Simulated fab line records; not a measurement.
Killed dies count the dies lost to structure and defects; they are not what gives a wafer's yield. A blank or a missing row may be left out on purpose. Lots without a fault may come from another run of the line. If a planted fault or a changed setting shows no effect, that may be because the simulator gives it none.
Matching of chambers | flow sky130 | 3 sister chambers for SKY_PASSIVATION_CVD_02 on pecvd-03
The step deposits Si3N4, target thk 540 nm. 3 wafers are shown with their chamber, then 7 later ones without.

== WAFERS, EACH WITH ITS CHAMBER ==
wafer  | chamber | heater_power_w (W)
L698.1 | 1       | 738
L698.5 | 0       | 721
L699.4 | 2       | 680

== WAFERS WITH NO CHAMBER GIVEN ==
wafer  | heater_power_w (W)
L699.5 | 715
L700.1 | 695
L700.2 | 697
L700.5 | 703
L709.1 | 754
L709.2 | 737
L709.5 | 690

== WHICH CHAMBER EACH ONE RAN IN ==
wafer  | from the rows above          | in truth
L699.5 | can't be placed: 0 or 1      | 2
L700.1 | can't be placed: 2 or 0      | 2
L700.2 | can't be placed: 2 or 0 or 1 | 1
L700.5 | can't be placed: 0 or 2 or 1 | 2
L709.1 | can't be placed: 1 or 0      | 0
L709.2 | can't be placed: 1 or 0      | 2
L709.5 | can't be placed: 2 or 0      | 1
0 of 7 placed correctly. These rows do not allow placing 7 (true chamber among the candidates in 4). Placed wrongly: 0.
How it was worked out, from the rows above alone: a wafer's distance from a chamber is the root of the sum, over the readings, of the square of ((its reading less the chamber's mean) divided by the reading's scatter). If the next closest chamber is less than 2 further off than the closest, the wafer can't be placed; otherwise it belongs to the closest. For every chamber, the mean is computed from those of its wafers that are shown. The scatter: root of mean squared gap, hidden wafer to nearest shown wafer, with one shown wafer a chamber.
